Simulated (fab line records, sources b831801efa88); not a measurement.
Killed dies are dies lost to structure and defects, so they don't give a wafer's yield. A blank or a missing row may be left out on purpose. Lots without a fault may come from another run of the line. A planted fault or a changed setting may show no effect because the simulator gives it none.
A struck lot beside a sound one | flow sky130 | 16 steps out of a route of 708
Sound: wafers L216.1, L216.4, L216.5. Struck: wafers L220.3, L220.4, L220.6. The cause comes at the end.
At each step with rows: each side's tool, then ch and its chambers, then its first start. Under that, the readings that differ: sound wafers | struck wafers | difference of the means | sigmas: that difference in standard deviations of wafers without a fault.
alike: readings whose means differ by less than 2 such deviations, and words and numbers that are the same on both sides. not compared: withheld readings, readings that some wafer has no value for, bounds like >300 that may hide the same value, and numbers for which the record gives no deviation and whose values overlap.
The two part at a step that has a row with sigmas, a row that says differs or no value, or rows on one side only. Numbers that don't overlap but have no deviation are shown without sigmas and don't part them. A reading that every wafer of one side lacks parts them only if that side has two wafers or more.

SKY_FIELD_ISO_THK_MEAS_04:
  sound on film_metro-01, day 3 10:49; struck on film_metro-01, day 4 06:30
  alike: FIELD_ISO_CVD_03_THK
then, 4 steps without rows for these wafers: SKY_FIELD_ISO_DEHYDRATE_05 (time 60 s); SKY_FIELD_ISO_HMDS_06 (prime time 60 s); SKY_FIELD_ISO_COAT_07 (resist thk 60 nm); SKY_FIELD_ISO_COAT_08 (resist thk 450 nm).
SKY_FIELD_ISO_SOFTBAKE_09: time 94.25 s.
  sound on litho_track-04 ch 0; struck on litho_track-04 ch 0
  reading                | sound             | struck            | difference | sigmas
  resist_line_temp_C (C) | 22.78 22.98 22.87 | 23.16 23.08 23.01 | +0.21      | +2
  alike: heater_power_total_W, plate_sensor_t_centre_C, plate_sensor_t_edge_C
then, 3 steps without rows for these wafers: SKY_FIELD_ISO_EXPOSE_10 (exposes mask FOM, target cd 150 nm); SKY_FIELD_ISO_PEB_11; SKY_FIELD_ISO_DEVELOP_12 (develop time 60 s).
SKY_FIELD_ISO_CD_MEAS_13: target cd 150 nm.
  sound on cd_sem-01, day 4 02:43; struck on cd_sem-01, day 4 23:10
  alike: cd_nm
SKY_FIELD_ISO_ETCH_14: etches BARC in N2/H2, stops on SiO2, time 44.48 s, target depth 60 nm.
  sound on rie_diel-03 ch 2,3, day 4 02:50; struck on rie_diel-03 ch 1,2,3, day 4 23:15
  alike: drypump_motor_current_A, h2_flow_sccm, oes_product_au, throttle_valve_pct
  not compared: rf_hours_counter_h
SKY_FIELD_ISO_ETCH_15: etches the open film in CHF3/O2, stops on Si, target depth 180 nm, time 72 s.
  sound on rie_diel-03 ch 2,3, day 4 02:53; struck on rie_diel-03 ch 1,2,3, day 4 23:17
  alike: drypump_motor_current_A, oes_product_au, throttle_valve_pct
  not compared: rf_hours_counter_h
SKY_FIELD_ISO_STRIP_16: strips in O2/N2.
  sound on plasma_asher-02 ch 0,1, day 4 02:56; struck on plasma_asher-01 ch 0,1, day 4 23:23
  no value came back on the struck wafers for any of 5 readings (chamber_pressure_mTorr (mTorr), drypump_motor_current_A (A) and others); on the sound wafers chamber_pressure_mTorr (mTorr) reads 1500.7 1500.4 1502.5
  reading                                          | sound | struck            | difference | sigmas
  model.KrF-thick_of_FIELD_ISO_COAT_08.thk_nm (nm) | 0 0 0 | 239.5 238.6 237.8 | +238.6     |
  not compared: rf_hours_counter_h
SKY_FIELD_ISO_ETCH_17: etches Si in HBr/Cl2/O2, target depth 342 nm, time 97.7 s.
  sound on rie_si-02 ch 0,1,3, day 4 03:02; struck on rie_si-02 ch 1,2,3, day 4 23:27
  reading                                          | sound | struck            | difference | sigmas
  model.KrF-thick_of_FIELD_ISO_COAT_08.thk_nm (nm) | 0 0 0 | 123.6 123.4 123.2 | +123.4     |
  alike: drypump_motor_current_A, mfc_cl2_sccm, oes_product_au, throttle_valve_pct
  not compared: rf_hours_counter_h
then, 1 step without rows for these wafers: SKY_FIELD_ISO_WET_ETCH_18 (etches Si3N4 in H3PO4, target depth 25 nm, time 286 s).
-- the record jumps here: 44 days lie between the struck wafers' starts before and after (it left off in module FIELD_ISO and takes up again in module PAD_OPEN, whose first step shown is number 708 of the route) --
SKY_PAD_OPEN_PROBE_99:
  the record has rows for the struck wafers here (prober-02, day 49 06:53) and none for the sound ones

WHERE THEY PART
First at SKY_FIELD_ISO_SOFTBAKE_09; last, within this record, at SKY_PAD_OPEN_PROBE_99.

WHY: what the simulator had put in
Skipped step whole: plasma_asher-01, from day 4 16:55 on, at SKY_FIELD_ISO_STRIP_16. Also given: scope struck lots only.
